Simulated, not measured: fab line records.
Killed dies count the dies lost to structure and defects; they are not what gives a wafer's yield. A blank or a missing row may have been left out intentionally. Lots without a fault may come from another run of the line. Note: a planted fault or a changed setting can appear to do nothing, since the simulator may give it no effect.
Matching of chambers | flow gf180mcu | 4 sister chambers for GF_V3_CMP_26 on cmp-02
The step polishes, stops on SiO2, t overpolish 15 s, target thk 0 nm. 8 wafers are shown with their chamber, then 7 later ones without.

== WAFERS PAIRED WITH THEIR CHAMBERS ==
wafer  | chamber | motorCurrentA (A) | timeToEndpointS (s)
L804.5 | 1       | 10.5              | 87
L806.3 | 0       | 12.8              | 83
L806.6 | 1       | 11.9              | 90
L807.5 | 3       | 10.5              | 82
L807.6 | 0       | 12.4              | 82
L808.2 | 2       | 10.5              | 74
L808.3 | 3       | 11.2              | 79
L808.5 | 2       | 10.4              | 77

== WAFERS MISSING THEIR CHAMBER ==
wafer  | motorCurrentA (A) | timeToEndpointS (s)
L809.1 | 11.0              | 82
L809.3 | 11.0              | 81
L809.5 | 11.6              | 85
L811.1 | 11.3              | 80
L813.1 | 10.9              | 88
L813.2 | 10.9              | 77
L813.6 | 11.0              | 81

== EACH ONE'S CHAMBER ==
wafer  | from the rows above          | in truth
L809.1 | can't be placed: 3 or 0      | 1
L809.3 | 3                            | 3
L809.5 | can't be placed: 1 or 0 or 3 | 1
L811.1 | can't be placed: 3 or 0 or 2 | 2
L813.1 | 1                            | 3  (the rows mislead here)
L813.2 | can't be placed: 2 or 3      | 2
L813.6 | 3                            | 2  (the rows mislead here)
Correctly placed: 1 of 7. Can't be placed from these rows: 4 (the true chamber is among the candidates in 3). Number placed wrongly: 2.
How it was worked out, from the rows above alone: a wafer's distance from a chamber is the root of the sum, over the readings, of the square of ((its reading less the chamber's mean) divided by the reading's scatter). The wafer belongs to the nearest chamber; if the next one is less than 2 further off, it can't be placed. The mean given for a chamber averages the wafers shown for that chamber. The scatter: the root of (the sum of the squares of (reading less its chamber's mean) over the shown wafers, divided by (wafers less chambers)).
